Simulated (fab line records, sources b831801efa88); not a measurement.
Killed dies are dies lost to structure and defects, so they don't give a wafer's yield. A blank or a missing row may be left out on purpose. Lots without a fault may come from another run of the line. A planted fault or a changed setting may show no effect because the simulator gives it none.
One fault seen from 2 desks | flow gf180mcu | each desk has only its own numbers; what lay behind them comes last

THE METROLOGY DESK
What the gauges read, lot by lot, whatever tool the lot ran on: means of the sampled wafers that have a number. A lot is out of limits, marked OUT, if its mean lies more than 4 standard deviations from the usual mean; the brackets give that distance.
Columns: A = CONTACT_OVL at GF_CONTACT_OVL_MEAS_15, usual -1 nm
lot  | first seen here | A
L472 | day 17 13:35    | 2
L473 | day 18 05:23    | 0
L474 | day 18 18:05    | 1
L475 | day 19 01:53    | -7
L477 | day 19 18:17    | 2
L478 | day 19 18:38    | 2
L479 | day 20 09:38    | -10
L480 | day 20 17:27    | 3
L481 | day 21 03:11    | -1
L482 | day 21 05:50    | -2
L488 | day 23 05:30    | -1
L489 | day 23 11:14    | 1
L492 | day 24 11:06    | -2
L493 | day 24 20:09    | 4
This desk's finding: nothing out of limits on any of the 14 lots.

THE TOOL OWNER'S DESK: rtp_anneal-02
The tool's own readings at GF_SALICIDE_RTA_08 (time 30 s): means of the sampled wafers that have a number, for each lot that ran on this tool. A lot is out of limits, marked OUT, if its mean lies more than 4 standard deviations from the usual mean; the brackets give that distance.
Columns: A = chamber_o2_ppm at GF_SALICIDE_RTA_08, usual 1.998; B = lamp_power_pct at GF_SALICIDE_RTA_08, usual 16.38 %; C = wafer_temp_C_max at GF_SALICIDE_RTA_08, usual 804.2
lot  | first seen here | A     | B               | C
L472 | day 16 13:17    | 1.994 | 16.15           | 805.8
L473 | day 17 05:19    | 1.985 | 16.15           | 804.2
L474 | day 17 16:55    | 2.008 | 16.17           | 804.8
L475 | day 18 00:33    | 2.019 | 16.16           | 805.5
L477 | day 18 16:11    | 2.009 | 16.16           | 804.6
L478 | day 18 16:35    | 1.989 | 13.02 (-15) OUT | 735.1 (-63) OUT
L479 | day 19 07:33    | 2.001 | 13.02 (-15) OUT | 735.9 (-62) OUT
L480 | day 19 15:30    | 1.993 | 13.03 (-15) OUT | 736.1 (-62) OUT
L492 | day 23 11:51    | 1.992 | 16.17           | 804.9
This desk's finding: out of limits on L478, L479, L480; first on L478, day 18 16:35 (lamp_power_pct at GF_SALICIDE_RTA_08). In limits: L472, L473, L474, L475, L477, L492.

PUT TOGETHER
The tool owner's desk could have raised an alarm at day 18 16:35, on L478, L479, L480.
The metrology desk saw nothing out of limits.
The metrology desk has L478, L479, L480 on record, within its limits.
Of the lots named, all ran GF_SALICIDE_RTA_08 on rtp_anneal-02.

WHAT THE SIMULATOR HAD PUT IN
Process parameter drift: rtp_anneal-02, from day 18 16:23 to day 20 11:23, at GF_SALICIDE_RTA_08. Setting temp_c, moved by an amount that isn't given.
Lots struck among those shown: L478, L479, L480.
Hours from the fault's start to each desk's first reading out of limits: the tool owner's desk, 0.
